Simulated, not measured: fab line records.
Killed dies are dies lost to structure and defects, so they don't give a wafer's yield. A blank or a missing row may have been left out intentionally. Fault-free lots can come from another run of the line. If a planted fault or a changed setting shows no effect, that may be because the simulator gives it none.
The tool behind it: which one? -- flow sky130 -- 7 lots with 20 wafers sampled at 2 steps, on a route of 708 steps

## WHAT THE GAUGES SHOWED, per wafer
SKY_PWDE_TW_MEAS_10.
lot,measured,on,PWDE_TW
L138,day 4 06:10,film metro-01,376 374 373
L140,day 4 15:11,film metro-01,376 376 374
L142,day 5 03:37,film metro-01,372 374 375
L149,day 6 22:19,film metro-03,371 370
L155,day 8 02:23,film metro-01,376 375 376
L157,day 8 12:41,film metro-04,381 378 381
L160,day 9 04:15,film metro-04,381 381 383

## WHICH TOOL RAN EACH LOT (tool, then ch and the chambers of the sampled wafers, then the start)
lot,SKY_DNWELL_STRIP_08
L138,"plasma asher-04 ch 0,1, day 3 12:30"
L140,"plasma asher-02 ch 0,1, day 3 20:40"
L142,"plasma asher-02 ch 0,1, day 4 09:00"
L149,"plasma asher-02 ch 0,1, day 6 03:03"
L155,"plasma asher-03 ch 0, day 7 06:36"
L157,"plasma asher-03 ch 0,1, day 7 16:25"
L160,"plasma asher-04 ch 0,1, day 8 06:01"
- SKY_DNWELL_STRIP_08: strips in O2/N2.

## THE ANSWER, worked out from the rows above alone
Rule: what is usual is taken from the lots themselves. Put in order of their means at a reading, lots are off if they are a third of the lots or fewer, leave a main group of 4 or more, and stand apart from it by a gap of 3 or more times the standard deviation of the main group's means; of several such gaps the widest counts. A main group is skipped when, at the precision printed for the reading in the tables above, its means are all equal. Also off: a lot with no number at a reading for which 4 or more lots have one. Any other lot the step has rows for is counted as sound.
None of the lots is off at any reading shown; this tells nothing.

## WHAT WAS PUT IN BY THE SIMULATOR
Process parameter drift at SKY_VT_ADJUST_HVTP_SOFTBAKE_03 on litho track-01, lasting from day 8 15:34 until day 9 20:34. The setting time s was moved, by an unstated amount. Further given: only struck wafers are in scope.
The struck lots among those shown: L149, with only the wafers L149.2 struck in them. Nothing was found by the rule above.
